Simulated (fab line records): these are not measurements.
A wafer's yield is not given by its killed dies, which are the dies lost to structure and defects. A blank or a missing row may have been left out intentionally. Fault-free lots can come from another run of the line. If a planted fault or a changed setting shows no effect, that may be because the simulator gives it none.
Matching of chambers || flow gf180mcu || pecvd-02 running GF_V5_CVD_02: 3 sister chambers
The step deposits SiO2 from TEOS, target thk 1450 nm, time 163.28 s. 6 wafers are shown with their chamber, then 9 later ones without.

== WAFERS, EACH WITH ITS CHAMBER ==
{"wafer": "L156.2", "chamber": 2, "heaterPowerW (W)": 616}
{"wafer": "L158.4", "chamber": 0, "heaterPowerW (W)": 617}
{"wafer": "L158.5", "chamber": 1, "heaterPowerW (W)": 650}
{"wafer": "L157.1", "chamber": 1, "heaterPowerW (W)": 665}
{"wafer": "L157.3", "chamber": 2, "heaterPowerW (W)": 647}
{"wafer": "L157.6", "chamber": 0, "heaterPowerW (W)": 784}

== WAFERS WHOSE CHAMBER IS MISSING ==
{"wafer": "L159.1", "heaterPowerW (W)": 651}
{"wafer": "L159.3", "heaterPowerW (W)": 741}
{"wafer": "L159.4", "heaterPowerW (W)": 527}
{"wafer": "L160.1", "heaterPowerW (W)": 743}
{"wafer": "L160.4", "heaterPowerW (W)": 520}
{"wafer": "L160.5", "heaterPowerW (W)": 635}
{"wafer": "L164.1", "heaterPowerW (W)": 788}
{"wafer": "L164.2", "heaterPowerW (W)": 643}
{"wafer": "L164.5", "heaterPowerW (W)": 641}

== WHICH CHAMBER EACH ONE RAN IN ==
{"wafer": "L159.1", "from the rows above": "can't be placed: 1 or 2 or 0", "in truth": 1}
{"wafer": "L159.3", "from the rows above": "can't be placed: 0 or 1 or 2", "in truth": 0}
{"wafer": "L159.4", "from the rows above": "can't be placed: 2 or 1 or 0", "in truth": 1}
{"wafer": "L160.1", "from the rows above": "can't be placed: 0 or 1 or 2", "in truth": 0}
{"wafer": "L160.4", "from the rows above": "can't be placed: 2 or 1 or 0", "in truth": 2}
{"wafer": "L160.5", "from the rows above": "can't be placed: 2 or 1 or 0", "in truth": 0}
{"wafer": "L164.1", "from the rows above": "can't be placed: 0 or 1 or 2", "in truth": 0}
{"wafer": "L164.2", "from the rows above": "can't be placed: 2 or 1 or 0", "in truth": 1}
{"wafer": "L164.5", "from the rows above": "can't be placed: 2 or 1 or 0", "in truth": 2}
Correct placement for 0 of the 9. From these rows, 9 cannot be placed; in 9 the true chamber is one of the candidates. Wrongly placed: 0.
How it was worked out, from the rows above alone: a wafer's distance from a chamber is the root of the sum, over the readings, of the square of ((its reading less the chamber's mean) divided by the reading's scatter). The wafer belongs to the nearest chamber; if the next one is less than 2 further off, it can't be placed. The mean given for a chamber averages the wafers shown for that chamber. The scatter: the root of (the sum of the squares of (reading less its chamber's mean) over the shown wafers, divided by (wafers less chambers)).
